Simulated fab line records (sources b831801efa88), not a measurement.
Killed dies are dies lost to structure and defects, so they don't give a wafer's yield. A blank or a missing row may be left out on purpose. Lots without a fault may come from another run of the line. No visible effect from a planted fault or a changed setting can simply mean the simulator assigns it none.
Matching of chambers / flow sky130 / SKY_CAPM_CVD_00 on pecvd-01: 3 sister chambers
The step deposits SiO2, target thk 15.5 nm. 16 wafers are shown with their chamber, then 8 later ones without.

== EACH WAFER AND ITS CHAMBER ==
wafer=L075.4; chamber=1; heater_power_outer_w (W)=408; heater_power_w (W)=693
wafer=L075.5; chamber=0; heater_power_outer_w (W)=554; heater_power_w (W)=848
wafer=L075.6; chamber=2; heater_power_outer_w (W)=467; heater_power_w (W)=797
wafer=L079.2; chamber=2; heater_power_outer_w (W)=446; heater_power_w (W)=778
wafer=L079.3; chamber=1; heater_power_outer_w (W)=370; heater_power_w (W)=654
wafer=L079.6; chamber=2; heater_power_outer_w (W)=440; heater_power_w (W)=763
wafer=L082.1; chamber=0; heater_power_outer_w (W)=524; heater_power_w (W)=816
wafer=L082.3; chamber=1; heater_power_outer_w (W)=383; heater_power_w (W)=671
wafer=L082.6; chamber=1; heater_power_outer_w (W)=396; heater_power_w (W)=671
wafer=L085.1; chamber=0; heater_power_outer_w (W)=528; heater_power_w (W)=800
wafer=L085.2; chamber=2; heater_power_outer_w (W)=489; heater_power_w (W)=829
wafer=L085.6; chamber=2; heater_power_outer_w (W)=477; heater_power_w (W)=817
wafer=L086.1; chamber=0; heater_power_outer_w (W)=568; heater_power_w (W)=849
wafer=L086.3; chamber=1; heater_power_outer_w (W)=399; heater_power_w (W)=677
wafer=L086.5; chamber=2; heater_power_outer_w (W)=507; heater_power_w (W)=865
wafer=L087.3; chamber=2; heater_power_outer_w (W)=448; heater_power_w (W)=769

SIGNATURES (averages over the wafers above)
reading=heater_power_outer_w; chamber 0=543.50; chamber 1=391.20; chamber 2=467.71; scatter within a chamber=21.3
reading=heater_power_w; chamber 0=828.25; chamber 1=673.20; chamber 2=802.57; scatter within a chamber=28.7
Rule: for a wafer and a chamber, the distance is found by dividing, reading by reading, the gap between the wafer's reading and the chamber's mean by the reading's scatter, squaring, summing and taking the root. If the next closest chamber is less than 2 further off than the closest, the wafer can't be placed; otherwise it belongs to the closest. The scatter: take each reading less its chamber's mean, square it, sum over the shown wafers, divide by the number of wafers less the number of chambers, and take the root.

== WAFERS WITH NO CHAMBER GIVEN ==
wafer=L087.5; heater_power_outer_w (W)=436; heater_power_w (W)=696
wafer=L087.6; heater_power_outer_w (W)=448; heater_power_w (W)=786
wafer=L092.1; heater_power_outer_w (W)=488; heater_power_w (W)=765
wafer=L092.3; heater_power_outer_w (W)=492; heater_power_w (W)=817
wafer=L092.4; heater_power_outer_w (W)=497; heater_power_w (W)=750
wafer=L095.1; heater_power_outer_w (W)=492; heater_power_w (W)=824
wafer=L095.4; heater_power_outer_w (W)=491; heater_power_w (W)=827
wafer=L095.5; heater_power_outer_w (W)=502; heater_power_w (W)=769

== WHICH CHAMBER EACH WENT THROUGH ==
wafer=L087.5; from the rows above=can't be placed: 1 or 2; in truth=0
wafer=L087.6; from the rows above=2; in truth=2
wafer=L092.1; from the rows above=can't be placed: 2 or 0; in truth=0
wafer=L092.3; from the rows above=can't be placed: 2 or 0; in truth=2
wafer=L092.4; from the rows above=can't be placed: 2 or 0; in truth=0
wafer=L095.1; from the rows above=can't be placed: 2 or 0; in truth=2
wafer=L095.4; from the rows above=can't be placed: 2 or 0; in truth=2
wafer=L095.5; from the rows above=can't be placed: 2 or 0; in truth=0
Correct placement for 1 of the 8. These rows do not allow placing 7 (true chamber among the candidates in 6). Placed wrongly: 0.
